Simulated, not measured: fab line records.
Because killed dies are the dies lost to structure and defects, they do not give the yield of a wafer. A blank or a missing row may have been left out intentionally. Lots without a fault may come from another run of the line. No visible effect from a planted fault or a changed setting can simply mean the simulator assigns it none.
fab line records | flow sky130
[record] lots = 6 wafers = 16 last-day = 50
route steps=708 shown VIA3@591 METAL4@598 CAP2M@603 PAD_OPEN@708
lots untouched by any fault: they come from a run of this same line in which no faults occurred
start-h: the number of hours between the record's first day and the start of the first shown wafer of the lot | wait-h: hours since the lot's step before | " repeats the value in the row above | L1.1+2: one row covering several wafers at once | - no value, or no start given | * or withheld: withheld | < > ~ a bound
route shown NAME@n: names a module that has steps shown in the file, with the first one's number in the route | usual: mean and standard deviation over wafers with no fault | same: alike in all rows | chamber/n: place in a boat | sites: the reading at each site | _std_site: the standard deviation of these | _edge_site: mean of outer sites minus mean of inner sites | radius-mm: for every site, how far away it sits from the centre of the wafer | mask NAME#n: copy n | behind: tool/chamber where the wafer was last shaped | hold: cause of the lot's hold/its duration in hours/its outcome | device: whichever transistor did not switch (one of n, p or np) | end of line: the same wafers' tests at the end of the route | a step without rows: its recipe alone | killed: count of dies lost to structure and defects at first sort (not the wafer's yield) | map: the dies of a wafer, with x for killed, . for not killed, _ for no die there
set.NAME: the setting that was run; set.NAME@STEP: the one run at that earlier step | model.NAME: the simulator's own value behind a step, which no gauge read
a table for each step, a row for each wafer; lots at some steps of the route
services: a tool's chamber out of use, with start hour (start-h, from the record's first day; less than 0 if before it), hours out, and reason
[[steps]]
[step SKY_VIA3_CLEAN_18]
[recipe] chemistry = IPA time-s = 180 temp-c = 25
[step SKY_VIA3_CLEAN_19]
[recipe] chemistry = O3/DIW dry = n2-spin
[step SKY_VIA3_SPUTTER_20]
[recipe] material = TiN target-thk-nm = 20 chamber-pressure-pa = 5 power-w = 4000 time-s = 80
[step SKY_VIA3_CVD_21]
[recipe] material = W target-thk-nm = 390 time-s = 117.31 temp-c = 400 pressure-torr = 40
[usual] heater-power-outer-w = 546/45 heater-power-w = 862/61 susceptor-temp-C = 400.05/0.22
// columns lot.wafer tool chamber start-h wait-h heater-power-outer-w heater-power-w susceptor-temp-C
L725.2 cvd-w-02 1 983.12 0.0 635 908 400.10
L725.3 " 0 " " 486 769 400.14
L725.6 " 1 " " 615 933 400.22
L727.2 cvd-w-01 0 988.41 0.0 511 824 399.70
L727.5 " 1 " " 569 896 399.92
L727.6 " 0 " " 517 837 399.84
L731.1 cvd-w-02 0 1022.75 0.0 498 768 400.10
L731.2 " 0 " " 501 764 400.07
L731.6 " 0 " " 501 773 399.98
L732.1 cvd-w-01 0 1029.42 0.0 517 837 400.03
L732.2 " 1 " " 576 904 399.84
L734.4 cvd-w-02 1 1045.09 0.1 611 951 400.41
L734.6 " 0 " " 496 756 400.19
L741.1 cvd-w-02 0 1081.42 0.0 503 766 400.10
L741.4 " 1 " " 617 944 400.04
L741.5 " 0 " " 490 759 400.05
[step SKY_VIA3_RS_MEAS_22]
[recipe] thk-meas-gauge = four-point-probe reads = W_of_VIA3_CVD_21+TiN_of_VIA3_SPUTTER_20
[usual] VIA3_W_RS = 0.296/0.0032
// columns lot.wafer tool chamber start-h wait-h VIA3_W_RS[ohm/sq]
L725.2 film-metro-02 - 983.27 0.1 0.290
L725.3 " - " " 0.290
L725.6 " - " " 0.289
L727.2 film-metro-01 - 988.55 0.1 0.293
L727.5 " - " " 0.297
L727.6 " - " " 0.294
L731.1 film-metro-03 - 1023.00 0.2 0.297
L731.2 " - " " 0.295
L731.6 " - " " 0.296
L732.1 film-metro-03 - 1029.55 0.1 0.294
L732.2 " - " " 0.300
L734.4 film-metro-02 - 1045.23 0.1 0.293
L734.6 " - " " 0.289
L741.1 film-metro-03 - 1081.54 0.1 0.295
L741.4 " - " " 0.297
L741.5 " - " " 0.289
[step SKY_VIA3_THK_MEAS_23]
[recipe] thk-meas-gauge = xrf reads = W_of_VIA3_CVD_21
[usual] VIA3_W_THK = 412/5.5
// columns lot.wafer tool chamber start-h wait-h VIA3_W_THK[nm]
L725.2 film-metro-02 - 983.38 0.1 421
L725.3 " - " " 421
L725.6 " - " " 424
L727.2 film-metro-01 - 988.66 0.1 412
L727.5 " - " " 404
L727.6 " - " " 409
L731.1 film-metro-03 - 1023.12 0.1 413
L731.2 " - " " 417
L731.6 " - " " 416
L732.1 film-metro-03 - 1029.67 0.1 422
L732.2 " - " " 413
L734.4 film-metro-02 - 1045.32 0.1 415
L734.6 " - " " 422
L741.1 film-metro-03 - 1081.66 0.1 414
L741.4 " - " " 409
L741.5 " - " " 426
[step SKY_VIA3_CMP_24]
[recipe] stop-on = SiO2 t-overpolish-s = 20 down-force-psi = 3.5 platen-rpm = 60 target-thk-nm = 0 pad-velocity-m-s = 0.94248
[step SKY_METAL4_SPUTTER_00]
[recipe] material = Ti target-thk-nm = 15 power-w = 3000 time-s = 10 chamber-pressure-pa = 0.4
[usual] throttle-valve-pct = 29.8/1.6
// columns lot.wafer tool chamber start-h wait-h throttle-valve-pct
L725.2 pvd-sputter-04 - 983.73 0.1 28.5
L725.3 " - " " 31.5
L725.6 " - " " 30.6
L727.2 pvd-sputter-02 - 989.01 0.2 32.8
L727.5 " - " " 28.7
L727.6 " - " " 27.4
L731.1 pvd-sputter-03 - 1023.48 0.1 31.7
L731.2 " - " " 29.4
L731.6 " - " " 28.4
L732.1 pvd-sputter-03 - 1030.03 0.1 31.6
L732.2 " - " " 29.5
L734.4 pvd-sputter-04 - 1045.65 0.1 28.5
L734.6 " - " " 30.9
L741.1 pvd-sputter-02 - 1082.02 0.1 33.1
L741.4 " - " " 27.3
L741.5 " - " " 29.1
[step SKY_METAL4_SPUTTER_01]
[recipe] material = TiN target-thk-nm = 20 power-w = 6500 time-s = 16.7 chamber-pressure-pa = 0.4
[step SKY_METAL4_SPUTTER_02]
[recipe] material = AlCu target-thk-nm = 735 power-w = 10600 time-s = 39.1 chamber-pressure-pa = 0.4
[usual] throttle-valve-pct = 29.8/1.6
// columns lot.wafer tool chamber start-h wait-h throttle-valve-pct
L725.2 pvd-sputter-04 - 983.77 0.0 28.8
L725.3 " - " " 31.6
L725.6 " - " " 30.5
L727.2 pvd-sputter-02 - 989.06 0.0 33.0
L727.5 " - " " 28.8
L727.6 " - " " 27.4
L731.1 pvd-sputter-03 - 1023.53 0.0 31.5
L731.2 " - " " 29.4
L731.6 " - " " 28.4
L732.1 pvd-sputter-03 - 1030.08 0.0 31.6
L732.2 " - " " 29.8
L734.4 pvd-sputter-04 - 1045.70 0.0 28.7
L734.6 " - " " 30.6
L741.1 pvd-sputter-02 - 1082.07 0.0 33.1
L741.4 " - " " 27.0
L741.5 " - " " 29.3
[step SKY_METAL4_SPUTTER_03]
[recipe] material = Ti target-thk-nm = 5 power-w = 3000 time-s = 3.3 chamber-pressure-pa = 0.4
[step SKY_METAL4_SPUTTER_04]
[recipe] material = TiN target-thk-nm = 70 power-w = 6500 time-s = 58.3 chamber-pressure-pa = 0.4
[step SKY_CAP2M_CVD_00]
[recipe] material = SiO2 target-thk-nm = 15.5 temp-c = 400 time-s = withheld rf-w = 450
[usual] heater-power-outer-w = 429/74 heater-power-w = 701/110 susceptor-temp-C = 400.01/0.22
// columns lot.wafer tool chamber start-h wait-h heater-power-outer-w heater-power-w susceptor-temp-C model.SiO2_of_CAP2M_CVD_00.thk-nm
L725.2 pecvd-01 2 983.88 0.0 555 922 400.01 15.42
L725.3 " 1 " " 448 764 399.91 15.62
L725.6 " 0 " " 528 822 400.06 15.61
L727.2 pecvd-03 2 989.16 0.0 336 584 399.87 15.21
L727.5 " 0 " " 443 677 400.26 15.7
L727.6 " 1 " " 416 663 400.19 15.27
L731.1 pecvd-04 1 1023.63 0.0 505 737 399.97 15.55
L731.2 " 2 " " 328 577 400.35 15.51
L731.6 " 2 " " 325 587 400.22 15.83
L732.1 pecvd-03 0 1030.18 0.0 463 709 399.98 29.48
L732.2 " 2 " " 331 581 399.51 15.18
L734.4 pecvd-03 0 1045.82 0.0 481 696 400.25 15.56
L734.6 " 0 " " 461 711 400.13 29.99
L741.1 pecvd-04 0 1082.17 0.0 461 808 400.31 15.8
L741.4 " 1 " " 451 656 399.90 15.79
L741.5 " 0 " " 464 797 399.97 15.89
[step SKY_CAP2M_THK_MEAS_01]
[recipe] reads = SiO2_of_CAP2M_CVD_00
[usual] CAP2M_CVD_00_THK = 15.54/0.23
// columns lot.wafer tool chamber start-h wait-h CAP2M_CVD_00_THK[nm]
L725.2 film-metro-01 - 983.91 - 15.41
L725.3 " - " " 15.65
L725.6 " - " " 15.60
L727.2 film-metro-01 - 989.20 - 15.22
L727.5 " - " " 15.77
L727.6 " - " " 15.26
L731.1 film-metro-04 - 1023.65 - 15.55
L731.2 " - " " 15.51
L731.6 " - " " 15.82
L732.1 film-metro-03 - 1030.21 - 29.51
L732.2 " - " " 15.14
L734.4 film-metro-01 - 1045.87 - 15.56
L734.6 " - " " 29.97
L741.1 film-metro-04 - 1082.20 - 15.80
L741.4 " - " " 15.80
L741.5 " - " " 15.83
[step SKY_CAP2M_SPUTTER_02]
[recipe] material = TiN target-thk-nm = 200 temp-c = 300 power-w = 6500 time-s = 166.7 chamber-pressure-pa = 0.4
[step SKY_CAP2M_RS_MEAS_03]
[recipe] thk-meas-gauge = four-point-probe reads = TiN_of_CAP2M_SPUTTER_02
[usual] CAP2M_TIN_RS = 6.91/0.077
// columns lot.wafer tool chamber start-h wait-h CAP2M_TIN_RS[ohm/sq]
L725.2 film-metro-04 - 984.09 0.1 6.89
L725.3 " - " " 6.87
L725.6 " - " " 6.90
L727.2 film-metro-04 - 989.37 0.1 6.84
L727.5 " - " " 6.83
L727.6 " - " " 6.84
L731.1 film-metro-03 - 1023.82 0.1 6.82
L731.2 " - " " 6.83
L731.6 " - " " 6.85
L732.1 film-metro-01 - 1030.38 0.1 6.92
L732.2 " - " " 6.86
L734.4 film-metro-01 - 1046.07 0.1 7.02
L734.6 " - " " 6.97
L741.1 film-metro-04 - 1082.37 0.1 6.79
L741.4 " - " " 6.74
L741.5 " - " " 6.83
[step SKY_CAP2M_THK_MEAS_04]
[recipe] thk-meas-gauge = xrf reads = TiN_of_CAP2M_SPUTTER_02
[usual] CAP2M_TIN_THK = 201.8/2.2
// columns lot.wafer tool chamber start-h wait-h CAP2M_TIN_THK[nm]
L725.2 film-metro-04 - 984.20 0.1 203.2
L725.3 " - " " 204.4
L725.6 " - " " 203.1
L727.2 film-metro-04 - 989.48 0.1 204.6
L727.5 " - " " 204.6
L727.6 " - " " 204.8
L731.1 film-metro-03 - 1023.94 0.1 203.3
L731.2 " - " " 203.6
L731.6 " - " " 203.6
L732.1 film-metro-01 - 1030.50 0.1 201.6
L732.2 " - " " 203.1
L734.4 film-metro-01 - 1046.16 0.1 199.0
L734.6 " - " " 200.6
L741.1 film-metro-04 - 1082.49 0.1 204.4
L741.4 " - " " 205.0
L741.5 " - " " 203.2
[step SKY_CAP2M_DEHYDRATE_05]
[recipe] temp-c = 200 time-s = 60
[step SKY_CAP2M_HMDS_06]
[recipe] prime-time-s = 60 prime-temp-c = 120
[step SKY_CAP2M_COAT_07]
[recipe] resist = NOVOLAK spin-rpm = 3000 resist-thk-nm = 1140
[step SKY_CAP2M_SOFTBAKE_08]
[recipe] temp-c = 90 time-s = 60 resist = NOVOLAK
[step SKY_CAP2M_EXPOSE_09]
[recipe] mask-id = CAP2M na = 0.6 source-shape = conventional sigma-outer = 0.6 polarization = unpolarized target-cd-nm = 1000 dose-mj = 159
[step SKY_CAP2M_PEB_10]
[recipe] temp-c = withheld time-s = * resist = NOVOLAK
[step SKY_CAP2M_DEVELOP_11]
[recipe] resist = NOVOLAK developer = TMAH develop-time-s = 60 dev-temp-c = 23
[step SKY_CAP2M_OVL_MEAS_12]
[usual] CAP2M_OVL = -0.3/1.4
// columns lot.wafer tool chamber start-h wait-h CAP2M_OVL[nm]
L725.2 overlay-01 - 1007.81 0.1 -0.9
L725.3 " - " " 0.7
L725.6 " - " " -0.8
L727.2 overlay-01 - 1013.18 0.1 -2.8
L727.5 " - " " -2.7
L727.6 " - " " -2.6
L731.1 overlay-02 - 1047.01 0.1 0.8
L731.2 " - " " 0.6
L731.6 " - " " -0.3
L732.1 overlay-02 - 1053.82 0.1 0.2
L732.2 " - " " 2.9
L734.4 overlay-02 - 1068.51 0.1 0.1
L734.6 " - " " -1.2
L741.1 overlay-02 - 1103.69 0.1 -0.5
L741.4 " - " " -0.2
L741.5 " - " " 0.3
[step SKY_CAP2M_METAL_ETCH_13]
[recipe] target-depth-nm = 220 stop-on = SiO2 chemistry = Cl2/BCl3 target = TiN pressure-mtorr = 10 icp-w = 900 bias-w = 48.5 Cl2_flow_sccm = 60 bcl3-flow-sccm = 30 time-s = 62.9
[usual] drypump-motor-current-A = 5.94/0.18 oes-product-au = 0.941/0.0081 throttle-valve-pct = 21.903/0.0096
// columns lot.wafer tool chamber start-h wait-h drypump-motor-current-A oes-product-au rf-hours-counter-h throttle-valve-pct
L725.2 rie-metal-01 0 1007.84 0.0 5.78 0.949 16 21.914
L725.3 " 1 " " 6.05 0.948 - 21.902
L725.6 " 0 " " 5.79 0.948 - 21.914
L727.2 rie-metal-02 1 1013.21 0.0 6.07 0.946 0 21.898
L727.5 " 0 " " 5.87 0.948 - 21.901
L727.6 " 1 " " 6.06 0.954 - 21.906
L731.1 rie-metal-01 0 1047.04 0.0 5.79 0.950 19 21.909
L731.2 " 1 " " 6.03 0.954 6 21.901
L731.6 " 1 " " 6.04 0.952 - 21.902
L732.1 rie-metal-02 1 1053.86 0.0 6.08 0.945 3 21.906
L732.2 " 0 " " 5.91 0.937 14 21.894
L734.4 rie-metal-01 1 1068.55 0.0 6.06 0.931 - 21.929
L734.6 " 0 " " 5.77 0.936 - 21.883
L741.1 rie-metal-03 0 1103.73 0.0 6.23 0.943 14 21.905
L741.4 " 0 " " 6.21 0.959 - 21.897
L741.5 " 0 " " 6.21 0.946 - 21.889
[step SKY_CAP2M_STRIP_14]
[recipe] chemistry = O2/N2 power-w = 1400 pressure-mtorr = 1500 platen-temp-c = withheld o2-flow-sccm = 3000 n2-flow-sccm = 300 overash-fraction = 0.5
[step SKY_CAP2M_STRIP_15]
[recipe] chemistry = post-etch-residue-remover time-s = 1200 temp-c = 72.5
[step SKY_CAP2M_CLEAN_16]
[recipe] chemistry = IPA time-s = 180 temp-c = 25
[step SKY_CAP2M_CLEAN_17]
[recipe] chemistry = O3/DIW dry = n2-spin
[step SKY_METAL4_DEHYDRATE_05]
[recipe] temp-c = 200 time-s = 60
[step SKY_METAL4_HMDS_06]
[recipe] prime-time-s = 60 prime-temp-c = 120
[step SKY_METAL4_COAT_07]
[recipe] resist = BARC temp-c = withheld time-s = withheld spin-rpm = 3000 resist-thk-nm = 60
[step SKY_METAL4_COAT_08]
[recipe] resist = KrF-thick spin-rpm = 3000 resist-thk-nm = 1140
[step SKY_METAL4_SOFTBAKE_09]
[recipe] temp-c = 100 time-s = 90 resist = KrF-thick
[step SKY_METAL4_EXPOSE_10]
[recipe] mask-id = MM4 na = 0.68 source-shape = annular sigma-inner = 0.4 sigma-outer = 0.8 target-cd-nm = 300 dose-mj = 28
[step SKY_METAL4_PEB_11]
[recipe] peb-temp-c = withheld peb-time-s = withheld resist = KrF-thick
[step SKY_METAL4_DEVELOP_12]
[recipe] develop-time-s = 60 resist = KrF-thick dev-temp-c = 21
[step SKY_METAL4_CD_MEAS_13]
[recipe] target-cd-nm = 300
[usual] cd-nm = 300.1/1.6
// columns lot.wafer tool chamber start-h wait-h cd-nm
L725.2 cd-sem-02 - 1032.09 - 302.5
L725.3 " - " " 302.9
L725.6 " - " " 301.5
L727.2 cd-sem-02 - 1037.73 - 299.9
L727.5 " - " " 298.9
L727.6 " - " " 297.2
L731.1 cd-sem-02 - 1071.37 - 298.4
L731.2 " - " " 297.5
L731.6 " - " " 298.1
L732.1 cd-sem-01 - 1077.51 - 300.6
L732.2 " - " " 300.6
L734.4 cd-sem-02 - 1092.03 - 301.1
L734.6 " - " " 301.0
L741.1 cd-sem-02 - 1125.21 - 298.2
L741.4 " - " " 296.5
L741.5 " - " " 298.7
[step SKY_METAL4_OVL_MEAS_14]
[usual] METAL4_OVL = 3/5.4
// columns lot.wafer tool chamber start-h wait-h METAL4_OVL[nm]
L725.2 overlay-01 - 1032.20 0.1 -6
L725.3 " - " " -5
L725.6 " - " " -2
L727.2 overlay-01 - 1037.84 0.1 3
L727.5 " - " " -2
L727.6 " - " " 3
L731.1 overlay-01 - 1071.49 0.1 -5
L731.2 " - " " -1
L731.6 " - " " 0
L732.1 overlay-02 - 1077.63 0.1 12
L732.2 " - " " 4
L734.4 overlay-01 - 1092.11 0.1 16
L734.6 " - " " 7
L741.1 overlay-02 - 1125.33 0.1 16
L741.4 " - " " 7
L741.5 " - " " 3
[step SKY_METAL4_DESCUM_15]
[recipe] chemistry = O2 source-power-w = 150 bias-power-w = 0 pressure-mtorr = 10 temp-c = 40 time-s = 8
[usual] drypump-motor-current-A = 5.82/0.23 oes-product-au = 1.003/0.0071 temp-c = 40.01/0.11
// columns lot.wafer tool chamber start-h wait-h drypump-motor-current-A oes-product-au rf-hours-counter-h temp-c
L725.2 rie-metal-01 0 1032.23 0.0 5.76 0.999 18 40.08
L725.3 " 1 " " 6.04 1.001 - 40.14
L725.6 " 1 " " 6.05 0.994 - 40.00
L727.2 rie-metal-04 0 1037.87 0.0 5.71 1.010 16 39.81
L727.5 " 0 " " 5.72 1.003 - 39.94
L727.6 " 1 " " 5.57 0.997 - 39.85
L731.1 rie-metal-01 0 1071.53 0.0 5.77 0.993 21 39.86
L731.2 " 1 " " 6.01 1.004 8 40.08
L731.6 " 1 " " 6.04 1.001 - 40.18
L732.1 rie-metal-01 1 1077.66 0.0 6.03 0.998 8 40.03
L732.2 " 0 " " 5.78 0.984 21 39.82
L734.4 rie-metal-04 1 1092.14 0.0 5.56 1.006 - 40.13
L734.6 " 1 " " 5.55 1.001 - 40.27
L741.1 rie-metal-01 0 1125.36 0.0 5.76 1.003 24 40.13
L741.4 " 0 " " 5.78 0.990 - 40.07
L741.5 " 0 " " 5.79 1.002 - 39.98
[step SKY_METAL4_ETCH_16]
[recipe] chemistry = N2/H2 target = BARC ion-energy-ev = 200 bias-w = 100 pressure-mtorr = 30 n2-flow-sccm = 100 h2-flow-sccm = 200 icp-w = 500 stop-on = SiO2 time-s = 88.2 target-depth-a = 600
[step SKY_METAL4_ETCH_17]
[recipe] target = SiO2 stop-on = TiN chemistry = C4F8/O2/Ar source-w = 1500 bias-w = 1200 pressure-mtorr = 40 c4f8-flow-sccm = withheld O2_flow_sccm = 6 Ar_flow_sccm = 300 time-s = 3.9 target-depth-a = 150
[usual] oes-product-au = 0.755/0.007
// columns lot.wafer tool chamber start-h wait-h oes-product-au rf-hours-counter-h model.etch.depth-nm
L725.2 rie-diel-02 0 1032.36 0.1 0.755 2 15.42
L725.3 " 1 " " 0.759 13 15.62
L725.6 " 0 " " 0.761 - 15.61
L727.2 rie-diel-02 1 1038.00 0.1 0.748 13 15.21
L727.5 " 1 " " 0.755 - 15.7
L727.6 " 2 " " 0.750 - 15.27
L731.1 rie-diel-01 2 1071.66 0.1 0.756 17 15.55
L731.2 " 3 " " 0.752 9 15.51
L731.6 " 2 " " 0.764 - 15.83
L732.1 rie-diel-04 3 1077.79 0.1 0.996 13 25.34
L732.2 " 2 " " 0.747 25 15.18
L734.4 rie-diel-04 3 1092.26 0.0 0.760 14 15.56
L734.6 " 0 " " 1.002 - 25.48
L741.1 rie-diel-04 0 1125.54 0.1 0.758 15 15.8
L741.4 " 3 " " 0.761 15 15.79
L741.5 " 2 " " 0.760 - 15.89
[step SKY_PAD_OPEN_PROBE_99]
[usual] defect-limited-yield = 82.3/1.8 killed_at_M0_to_M3 = 43/6.9 killed_at_M4_up = 3.2/1.6 killed-at-contacts = 25/5.1 killed-at-front-end = 16/4.5 killed-at-other = 0.3/0.68 killed-dies = 87/8.9 killed-open = 48/6.9 killed-short = 39/6.3
[same] gross-dies = 492 killed-at-back-side = 0
// columns lot.wafer tool chamber start-h wait-h defect-limited-yield[%] killed_at_M0_to_M3 killed_at_M4_up killed-at-contacts killed-at-front-end killed-at-other killed-dies killed-open killed-short model.etest.tester.sort-n-pass model.etest.tester.sort-yield-pct model.etest.tester.sort_bin_3_pct model.etest.licon-poly.short model.etest.res-iso-pwell.short model.etest.via4-chain.short model.etest.met4.short model.etest.sram-pfet-latch.over-limit
L725.2 prober-01 - 1128.58 0.1 82.1 32 4 30 21 1 88 41 47 404 82.11 1.626 0 0 0 0 0
L725.3 prober-01 - 1128.63 0.2 83.9 43 4 21 11 0 79 42 36 413 83.94 0.813 0 0 0 0 0
L725.6 prober-01 - 1128.78 0.2 82.3 40 6 24 17 0 87 47 40 405 82.32 1.423 0 0 0 0 0
L727.2 prober-02 - 1131.62 0.1 83.1 39 1 24 19 0 83 43 40 409 83.13 0.6098 0 0 0 0 0
L727.5 prober-02 - 1131.77 0.2 82.5 48 4 23 11 0 86 43 43 406 82.52 1.22 0 0 0 0 0
L727.6 prober-02 - 1131.82 0.2 78.9 47 5 31 21 0 104 59 45 388 78.86 1.22 0 0 0 0 0
L731.1 prober-02 - 1159.14 0.1 84.6 40 1 18 17 0 76 53 23 416 84.55 0.6098 0 0 0 0 0
L731.2 prober-02 - 1159.19 0.1 83.1 43 4 23 13 0 83 45 38 409 83.13 1.22 0 0 0 0 0
L731.6 prober-02 - 1159.39 0.2 81.5 44 1 33 13 0 91 52 37 401 81.5 0.813 0 0 0 0 0
L732.1 prober-01 - 1164.83 0.1 86.0 35 2 20 12 0 69 34 35 0 0 87.2 1 1 1 1 1
L732.2 prober-01 - 1164.88 0.1 85.2 32 3 27 11 0 73 43 30 419 85.16 0.4065 0 0 0 0 0
L734.4 prober-01 - 1177.99 0.2 81.3 59 0 15 17 1 92 54 38 400 81.3 0.6098 0 0 0 0 0
L734.6 prober-01 - 1178.09 0.2 80.5 47 4 22 21 2 96 58 38 0 0 81.71 1 1 1 1 1
L741.1 prober-01 - 1204.49 0.1 82.1 40 0 32 16 0 88 46 42 404 82.11 1.22 0 0 0 0 0
L741.4 prober-01 - 1204.64 0.2 79.9 47 3 25 24 0 99 53 46 393 79.88 1.423 0 0 0 0 0
L741.5 prober-01 - 1204.69 0.2 83.5 35 1 28 17 0 81 39 42 411 83.54 0.6098 0 0 0 0 0
// killed by level:class
L725.2 CONTACT:geometric-particle:open=11 POLY_GATE:geometric-particle:short=8 LI_CONTACT:geometric-particle:open=8 CONTACT:geometric-particle:short=7 METAL2:geometric-particle:short=7 VIA1:geometric-particle:open=6 POLY_GATE:geometric-particle:open=5 VIA1:geometric-particle:short=5
L725.3 LI_CONTACT:geometric-particle:open=9 CONTACT:geometric-particle:open=9 VIA3:geometric-particle:open=8 METAL1:geometric-particle:short=7 METAL2:geometric-particle:short=6 VIA3:geometric-particle:short=6 VIA1:geometric-particle:short=4 VIA1:geometric-particle:open=4
L725.6 CONTACT:geometric-particle:open=14 VIA2:geometric-particle:open=12 VIA1:geometric-particle:open=7 FIELD_ISO:geometric-particle:open=6 METAL2:geometric-particle:short=6 VIA1:geometric-particle:short=4 FIELD_ISO:geometric-particle:short=4 LOCAL_INTERCONNECT:geometric-particle:short=4
L727.2 CONTACT:geometric-particle:open=9 VIA1:geometric-particle:open=9 POLY_GATE:geometric-particle:short=8 METAL2:geometric-particle:short=8 VIA2:geometric-particle:open=7 VIA3:geometric-particle:open=7 CONTACT:geometric-particle:short=6 FIELD_ISO:geometric-particle:short=4
L727.5 VIA1:geometric-particle:open=13 METAL2:geometric-particle:short=9 CONTACT:geometric-particle:open=8 VIA1:geometric-particle:short=6 LI_CONTACT:geometric-particle:open=5 VIA2:geometric-particle:open=5 CONTACT:geometric-particle:short=4 VIA3:geometric-particle:open=4
L727.6 CONTACT:geometric-particle:open=13 VIA1:geometric-particle:open=12 VIA3:geometric-particle:open=8 VIA2:geometric-particle:open=7 LI_CONTACT:geometric-particle:open=7 POLY_GATE:geometric-particle:open=6 CONTACT:geometric-particle:short=6 VIA1:geometric-particle:short=6
L731.1 CONTACT:geometric-particle:open=11 VIA1:geometric-particle:open=9 VIA2:geometric-particle:open=9 VIA1:geometric-particle:short=6 FIELD_ISO:geometric-particle:open=5 METAL2:geometric-particle:short=5 FIELD_ISO:geometric-particle:short=4 LI_CONTACT:geometric-particle:open=4
L731.2 VIA1:geometric-particle:open=13 CONTACT:geometric-particle:open=8 LI_CONTACT:geometric-particle:open=6 LOCAL_INTERCONNECT:geometric-particle:short=5 VIA2:geometric-particle:open=5 VIA3:geometric-particle:short=4 VIA1:geometric-particle:short=4 METAL2:geometric-particle:short=4
L731.6 LI_CONTACT:geometric-particle:open=11 CONTACT:geometric-particle:open=9 VIA1:geometric-particle:open=8 CONTACT:geometric-particle:short=7 VIA1:geometric-particle:short=7 METAL1:geometric-particle:short=5 VIA2:geometric-particle:open=5 METAL2:geometric-particle:open=4
L732.1 VIA1:geometric-particle:open=9 CONTACT:geometric-particle:open=5 METAL2:geometric-particle:short=5 POLY_GATE:geometric-particle:short=4 LI_CONTACT:geometric-particle:short=4 LI_CONTACT:geometric-particle:open=4 CONTACT:geometric-particle:short=4 METAL1:geometric-particle:short=4
L732.2 LI_CONTACT:geometric-particle:open=10 VIA2:geometric-particle:open=10 CONTACT:geometric-particle:open=8 METAL2:geometric-particle:short=6 POLY_GATE:geometric-particle:open=5 LOCAL_INTERCONNECT:geometric-particle:short=4 METAL1:geometric-particle:short=4 VIA3:geometric-particle:open=4
L734.4 VIA1:geometric-particle:open=16 VIA3:geometric-particle:open=9 VIA2:geometric-particle:open=9 FIELD_ISO:geometric-particle:short=5 LI_CONTACT:geometric-particle:open=5 VIA2:geometric-particle:short=5 VIA3:geometric-particle:short=5 METAL1:geometric-particle:short=4
L734.6 VIA1:geometric-particle:open=17 CONTACT:geometric-particle:open=11 FIELD_ISO:geometric-particle:short=8 VIA1:geometric-particle:short=7 POLY_GATE:geometric-particle:open=6 VIA2:geometric-particle:open=5 METAL4:geometric-particle:short=4 LI_CONTACT:geometric-particle:open=4
L741.1 CONTACT:geometric-particle:open=12 LI_CONTACT:geometric-particle:open=8 METAL1:geometric-particle:short=8 VIA2:geometric-particle:open=7 CONTACT:geometric-particle:short=6 VIA1:geometric-particle:open=6 VIA1:geometric-particle:short=6 FIELD_ISO:geometric-particle:short=4
L741.4 CONTACT:geometric-particle:open=12 FIELD_ISO:geometric-particle:short=10 METAL1:geometric-particle:short=9 FIELD_ISO:geometric-particle:open=8 LI_CONTACT:geometric-particle:open=8 VIA3:geometric-particle:open=7 VIA2:geometric-particle:open=7 VIA1:geometric-particle:short=6
L741.5 CONTACT:geometric-particle:open=13 VIA1:geometric-particle:open=8 FIELD_ISO:geometric-particle:short=7 LOCAL_INTERCONNECT:geometric-particle:short=5 VIA1:geometric-particle:short=5 VIA3:geometric-particle:open=5 LI_CONTACT:geometric-particle:open=4 CONTACT:geometric-particle:short=4
[[services]]
// columns tool chamber start-h hours kind
rie-diel-02 1 959.82 18.5 repair
cvd-w-02 0 959.99 8.1 repair
rie-metal-01 0 963.91 4.2 repair
cvd-w-01 - 966.57 1.1 repair
rie-metal-02 - 973.37 0.6 repair
pvd-sputter-04 - 975.56 4.8 repair
rie-metal-04 0 985.94 1.2 repair
pvd-sputter-02 - 995.26 0.9 repair
rie-diel-02 2 996.07 5.3 repair
cvd-w-02 0 1002.16 11.1 repair
pecvd-04 - 1007.40 0.6 repair
cvd-w-02 1 1015.75 12.2 repair
pvd-sputter-03 - 1026.05 0.8 repair
rie-diel-04 0 1036.14 4.3 repair
cvd-w-01 0 1036.42 3.1 repair
pvd-sputter-04 - 1039.09 1.9 repair
cvd-w-02 - 1046.26 6.9 pm
cvd-w-02 - 1063.98 1.5 repair
cvd-w-02 - 1065.51 3.8 pm
pecvd-03 0 1084.84 74.5 repair
cvd-w-02 - 1085.00 0.9 repair
pecvd-04 - 1087.52 28.1 pm
rie-diel-04 0 1100.79 10.7 repair
pecvd-04 - 1119.36 0.6 repair
[[key]]
[first-sign] step = SKY_CAP2M_THK_MEAS_01 reading = CAP2M_CVD_00_THK direction = up sigmas = 62 usual = 15.54 struck = 29.74
[effect] step = SKY_METAL4_ETCH_17 reading = oes-product-au direction = up sigmas = 35 usual = 0.755 struck = 0.999
[model-effect] step = SKY_CAP2M_CVD_00 value = SiO2_of_CAP2M_CVD_00.thk-nm without = 15.36 struck = 29.73
[model-effect] step = SKY_METAL4_ETCH_17 value = etch.depth-nm without = 15.36 struck = 25.41
[model-effect] step = SKY_PAD_OPEN_PROBE_99 value = etest.tester.sort-n-pass without = 409.5 struck = 0
met-at SKY_CAP2M_CVD_00
struck-wafers L732.1,L734.6
onset-between 989.16 1030.18
[fault] kind = process-parameter-drift tool = pecvd-03 chamber = - onset-h = 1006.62 steps = SKY_CAP2M_CVD_00 channel = target-thk-nm offset = 14.413 shape = step end-h = 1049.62 scope = struck-wafers-only acts-in = these-recipes-only stated = 15.5
